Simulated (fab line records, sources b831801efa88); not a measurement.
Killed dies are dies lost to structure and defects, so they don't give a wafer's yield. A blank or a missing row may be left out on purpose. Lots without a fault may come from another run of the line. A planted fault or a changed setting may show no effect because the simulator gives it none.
Which tool did it? | flow sky130 | 14 lots, 42 wafers sampled, at 2 steps of a route of 708

WHAT THE GAUGES READ, wafer by wafer
The record holds no reading of a measuring or inspecting step that can be judged against a usual standard deviation.

WHICH TOOL RAN EACH LOT (tool, then ch and the chambers of the sampled wafers, then the start)
lot  | SKY_LI_CONTACT_SPUTTER_19    | SKY_PAD_OPEN_PROBE_99
L178 | pvd_sputter-01, day 30 09:53 | -
L181 | pvd_sputter-01, day 30 22:29 | -
L183 | pvd_sputter-03, day 30 23:44 | -
L184 | pvd_sputter-04, day 31 08:23 | -
L186 | pvd_sputter-03, day 32 04:26 | -
L187 | pvd_sputter-03, day 32 07:49 | prober-01, day 47 23:13
L188 | pvd_sputter-03, day 32 11:32 | prober-02, day 48 00:59
L189 | pvd_sputter-04, day 32 20:50 | -
L190 | pvd_sputter-01, day 33 03:59 | -
L191 | pvd_sputter-03, day 34 02:02 | -
L197 | pvd_sputter-03, day 35 08:32 | -
L198 | pvd_sputter-03, day 35 21:44 | -
L199 | pvd_sputter-04, day 36 18:29 | -
L201 | pvd_sputter-03, day 36 22:11 | prober-02, day 51 08:15
- SKY_LI_CONTACT_SPUTTER_19: material Ti, target thk 20 nm, time 106.37 s.
- SKY_PAD_OPEN_PROBE_99

WHAT THE TOOLS THEMSELVES READ (means of the sampled wafers that have a number; where no wafer has one, the mark that the record gives instead)
SKY_LI_CONTACT_SPUTTER_19.
lot  | tool           | cathode_dc_power_W (W) | chamber_pressure_pa (Pa) | throttle_valve_pct (%)
L178 | pvd_sputter-01 | 2500.0                 | 4.998                    | 29.8
L181 | pvd_sputter-01 | 2500.1                 | 4.997                    | 30.0
L183 | pvd_sputter-03 | 2500.2                 | 5.001                    | 30.1
L184 | pvd_sputter-04 | 2499.6                 | 5.000                    | 30.5
L186 | pvd_sputter-03 | 2499.8                 | 5.004                    | 29.7
L187 | pvd_sputter-03 | -                      | -                        | -
L188 | pvd_sputter-03 | -                      | -                        | -
L189 | pvd_sputter-04 | 2499.5                 | 5.001                    | 30.0
L190 | pvd_sputter-01 | 2500.4                 | 5.001                    | 29.0
L191 | pvd_sputter-03 | 2499.9                 | 4.996                    | 29.2
L197 | pvd_sputter-03 | 2499.9                 | 5.006                    | 28.8
L198 | pvd_sputter-03 | 2500.2                 | 4.998                    | 28.8
L199 | pvd_sputter-04 | 2500.4                 | 4.995                    | 30.5
L201 | pvd_sputter-03 | 2500.1                 | 4.997                    | 30.0

SKY_PAD_OPEN_PROBE_99.
lot  | tool      | killed_at_M0_to_M3 | killed_at_M4_up | killed_at_contacts | killed_at_front_end | killed_at_other | killed_dies | killed_on_rim | killed_open | killed_short
L187 | prober-01 | 41                 | 2.7             | 436                | 12                  | 0.3             | 492         | 96            | 46          | 32
L188 | prober-02 | 41                 | 4.3             | 428                | 18                  | 0.3             | 492         | 96            | 50          | 44
L201 | prober-02 | 50                 | 1.7             | 27                 | 16                  | 0.3             | 95          | 21            | 53          | 42

THE ANSWER, worked out from the rows above alone
Rule: what is usual is taken from the lots themselves. Put in order of their means at a reading, lots are off if they are a third of the lots or fewer, leave a main group of 4 or more, and stand apart from it by a gap of 3 or more times the standard deviation of the main group's means; of several such gaps the widest counts. A main group whose means are all the same, to the digits that the tables above print for the reading, isn't used. A lot without any number at a reading at which 4 lots or more have one is off too. The other lots that the step has rows for count as sound. The gauges are gone through in route order, then the tools' own readings, and for those a lot's mean is taken as printed above. The first step at which some lot is off is used, and at that step the reading that is off furthest; a lot without a number counts as furthest.
Off: L187, L188, at SKY_LI_CONTACT_SPUTTER_19 (cathode_dc_power_W). Without a number there: L187, L188. The main group: mean 2500.0 W, standard deviation 0.27.
A tool fits if, at that step or a process step before it, it ran every lot that is off, and no sound lot after the first of them. None of those tried fits.

WHAT THE SIMULATOR HAD PUT IN
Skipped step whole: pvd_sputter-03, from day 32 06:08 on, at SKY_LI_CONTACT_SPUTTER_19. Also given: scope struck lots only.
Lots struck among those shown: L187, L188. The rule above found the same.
